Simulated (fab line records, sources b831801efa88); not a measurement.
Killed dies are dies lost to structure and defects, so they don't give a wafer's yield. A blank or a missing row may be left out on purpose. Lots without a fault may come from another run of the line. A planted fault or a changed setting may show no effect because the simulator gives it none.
fab line records | flow sfq_line
record lots=14 wafers=42 last_day=86
route steps=325 shown M7@282
lots that met no fault: from a run of the same line without faults
start_h: hours from the record's first day to the start of the lot's first wafer shown | wait_h: hours since the lot's step before | " the same as in the row above | L1.1+2: a row that stands for several wafers | - no value, or no start given | * or withheld: withheld | < > ~ a bound
route shown NAME@n: a module of which the file shows steps, and the number in the route of the first | usual: mean/standard deviation of fault-free wafers | same: alike in all rows | chamber/n: place in a boat | sites: the reading at each site | _std_site: their standard deviation | _edge_site: outer sites' mean less inner sites' | radius_mm: how far each site lies from the wafer's centre | mask NAME#n: copy n | behind: the tool/chamber that last shaped the wafer | hold: why the lot was held/for how many hours/how that ended | device: the transistor (n, p or np) that didn't switch | end of line: the same wafers' tests at the end of the route | a step without rows: its recipe alone | killed: dies lost to structure and defects at the first sort, not the wafer's yield | map: a wafer's dies, x killed, . not, _ none there
set.NAME: the setting as run; set.NAME@STEP: as run at that earlier step | model.NAME: the simulator's own value behind a step, which no gauge read
steps of the route over a sample of lots; a table a step, a row a wafer
services: from which hour (start_h, from the record's first day; less than 0 if before it) a tool's chamber was out of use, for how many hours, and why
## steps
# step SFQ_TRILAYER_M7_DEP_SPUTTER_175
# recipe material=Nb base_pressure_pa=1.33e-06 chamber_pressure_pa=0.1333 substrate_temp_c=20 target_thk_nm=200 power_w=2000 time_s=133.3
# usual throttle_valve_pct=30.1/0.94
# columns lot.wafer tool chamber start_h wait_h throttle_valve_pct
L206.4 pvd_sputter-04 - 1827.18 0.0 29.2
L206.5 " - " " 29.2
L206.6 " - " " 30.4
L207.1 pvd_sputter-06 - 1828.38 0.0 28.2
L207.2 " - " " 31.3
L207.3 " - " " 29.9
L208.1 pvd_sputter-06 - 1869.74 0.0 29.7
L208.2 " - " " 28.0
L208.6 " - " " 31.4
L212.1 pvd_sputter-03 - 1885.46 0.0 30.5
L212.4 " - " " 30.6
L212.6 " - " " 30.0
L213.1 pvd_sputter-06 - 1891.37 0.0 30.3
L213.5 " - " " 31.3
L213.6 " - " " 28.0
L215.1 pvd_sputter-03 - 1896.19 0.0 30.1
L215.3 " - " " 30.8
L215.4 " - " " 30.7
L217.2 pvd_sputter-03 - 1905.83 0.0 30.8
L217.5 " - " " 30.2
L217.6 " - " " 30.3
L219.1 pvd_sputter-06 - 1923.83 0.0 29.9
L219.5 " - " " 30.1
L219.6 " - " " 28.0
L220.3 pvd_sputter-04 - 1927.46 0.0 30.8
L220.4 " - " " 29.2
L220.6 " - " " 30.5
L222.2 pvd_sputter-06 - 1935.91 0.0 29.5
L222.3 " - " " 31.4
L222.6 " - " " 28.1
L223.1 pvd_sputter-06 - 1941.88 0.0 29.7
L223.3 " - " " 28.1
L223.6 " - " " 29.7
L224.1 pvd_sputter-06 - 1943.24 0.0 28.1
L224.4 " - " " 29.8
L224.5 " - " " 27.6
L226.1 pvd_sputter-04 - 1949.20 0.0 29.0
L226.4 " - " " 30.8
L226.5 " - " " 30.3
L228.2 pvd_sputter-06 - 1952.80 0.0 30.2
L228.4 " - " " 28.0
L228.6 " - " " 31.6
# step SFQ_M7_RS_MEAS_943
# recipe thk_meas_gauge=four-point-probe reads=Nb_of_TRILAYER_M7_DEP_SPUTTER_175
# usual M7_NB_RS=0.884/0.0098
# columns lot.wafer tool chamber start_h wait_h M7_NB_RS[ohm/sq]
L206.4 film_metro-02 - 1827.33 0.1 0.888
L206.5 " - " " 0.897
L206.6 " - " " 0.888
L207.1 film_metro-04 - 1828.47 0.0 0.870
L207.2 " - " " 0.872
L207.3 " - " " 0.870
L208.1 film_metro-02 - 1869.83 0.0 0.875
L208.2 " - " " 0.872
L208.6 " - " " 0.880
L212.1 film_metro-02 - 1885.55 0.0 0.882
L212.4 " - " " 0.883
L212.6 " - " " 0.887
L213.1 film_metro-01 - 1891.46 0.0 0.880
L213.5 " - " " 0.889
L213.6 " - " " 0.887
L215.1 film_metro-01 - 1896.28 0.0 0.900
L215.3 " - " " 0.895
L215.4 " - " " 1.795
L217.2 film_metro-02 - 1905.94 0.1 0.889
L217.5 " - " " 0.884
L217.6 " - " " 1.857
L219.1 film_metro-02 - 1923.92 0.0 0.874
L219.5 " - " " 0.871
L219.6 " - " " 0.879
L220.3 film_metro-02 - 1927.59 0.1 0.874
L220.4 " - " " 0.871
L220.6 " - " " 0.865
L222.2 film_metro-02 - 1936.02 0.1 0.892
L222.3 " - " " 0.894
L222.6 " - " " 0.892
L223.1 film_metro-02 - 1941.97 0.0 0.878
L223.3 " - " " 0.887
L223.6 " - " " 0.881
L224.1 film_metro-02 - 1943.33 0.0 0.880
L224.4 " - " " 0.889
L224.5 " - " " 0.884
L226.1 film_metro-01 - 1949.29 0.0 0.876
L226.4 " - " " 0.872
L226.5 " - " " 0.866
L228.2 film_metro-01 - 1952.91 0.1 0.876
L228.4 " - " " 0.877
L228.6 " - " " 0.893
# step SFQ_TRILAYER_M7_ETCH_METAL_ETCH_180
# recipe target=Nb stop_on=SiO2 mask_material=PR chemistry=Cl2/Ar target_depth_nm=240 icp_w=600 bias_w=80 pressure_mtorr=10 time_s=120
# usual drypump_motor_current_A=5.66/0.14 oes_product_au=0.898/0.0078
# columns lot.wafer tool chamber start_h wait_h drypump_motor_current_A oes_product_au rf_hours_counter_h
L206.4 rie_metal-01 1 1914.57 0.1 5.96 0.895 -
L206.5 " 0 " " 5.23 0.890 -
L206.6 " 1 " " 5.97 0.891 -
L207.1 rie_metal-02 0 1915.73 0.0 5.58 0.914 96
L207.2 " 1 " " 5.77 0.908 20
L207.3 " 1 " " 5.79 0.913 -
L208.1 rie_metal-02 1 1966.31 0.0 5.81 0.907 29
L208.2 " 0 " " 5.59 0.894 105
L208.6 " 0 " " 5.57 0.897 -
L212.1 rie_metal-02 1 1981.91 0.0 5.76 0.892 32
L212.4 " 1 " " 5.78 0.891 -
L212.6 " 1 " " 5.79 0.901 -
L213.1 rie_metal-02 1 1988.71 0.0 5.79 0.903 33
L213.5 " 0 " " 5.57 0.887 -
L213.6 " 1 " " 5.77 0.898 -
L215.1 rie_metal-02 0 1993.51 0.0 5.58 0.894 111
L215.3 " 0 " " 5.57 0.888 -
L215.4 " 1 " " 5.79 0.642 -
L217.2 rie_metal-04 1 2004.11 0.0 5.65 0.889 97
L217.5 " 1 " " 5.66 0.893 -
L217.6 " 0 " " 5.61 0.627 -
L219.1 rie_metal-02 0 2016.11 0.0 5.57 0.897 115
L219.5 " 1 " " 5.79 0.908 -
L219.6 " 0 " " 5.57 0.903 -
L220.3 rie_metal-04 1 2020.50 0.1 5.66 0.904 -
L220.4 " 0 " " 5.56 0.908 -
L220.6 " 0 " " 5.55 0.909 -
L222.2 rie_metal-04 1 2033.83 0.0 5.65 0.897 101
L222.3 " 0 " " 5.54 0.891 -
L222.6 " 1 " " 5.65 0.900 -
L223.1 rie_metal-02 0 2038.46 0.0 5.57 0.909 118
L223.3 " 1 " " 5.80 0.896 -
L223.6 " 1 " " 5.78 0.892 -
L224.1 rie_metal-04 0 2039.68 0.1 5.60 0.907 118
L224.4 " 1 " " 5.65 0.893 -
L224.5 " 1 " " 5.68 0.897 -
L226.1 rie_metal-04 0 2043.28 0.1 5.58 0.895 119
L226.4 " 1 " " 5.70 0.899 -
L226.5 " 0 " " 5.55 0.911 -
L228.2 rie_metal-02 0 2046.86 0.0 5.57 0.905 120
L228.4 " 1 " " 5.83 0.912 -
L228.6 " 1 " " 5.77 0.891 -
## services
# columns tool chamber start_h hours kind
pvd_sputter-03 - 1808.23 25.2 repair
pvd_sputter-03 - 1825.67 0.7 repair
pvd_sputter-06 - 1857.44 4.0 repair
pvd_sputter-06 - 1886.65 2.0 repair
pvd_sputter-03 - 1892.70 2.9 repair
pvd_sputter-04 - 1941.48 3.0 repair
pvd_sputter-04 - 1943.50 2.3 repair
pvd_sputter-03 1 1959.50 - consumable_replace:kit
pvd_sputter-03 1 1959.50 18.0 scheduled_down
pvd_sputter-03 1 1959.50 18.0 vent_cycle
pvd_sputter-04 - 1990.73 7.3 repair
rie_metal-01 1 2020.88 - clean
rie_metal-01 1 2020.88 18.0 scheduled_down
rie_metal-01 1 2020.88 18.0 vent_cycle
pvd_sputter-04 - 2045.71 6.3 repair
## key
first_sign step=SFQ_M7_RS_MEAS_943 reading=M7_NB_RS direction=up sigmas=96 usual=0.884 struck=1.826
effect step=SFQ_TRILAYER_M7_ETCH_METAL_ETCH_180 reading=oes_product_au direction=down sigmas=34 usual=0.898 struck=0.634
met_at SFQ_TRILAYER_M7_DEP_SPUTTER_175
struck_lots L215,L217
struck_wafers L215.4,L217.6
onset_between 1885.46 1896.19
fault kind=process_parameter_drift tool=pvd_sputter-03 chamber=- onset_h=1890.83 steps=SFQ_TRILAYER_M7_DEP_SPUTTER_175 channel=target_thk_nm offset=-101.76 shape=step end_h=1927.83 scope=struck_wafers_only acts_in=these_recipes_only stated=200
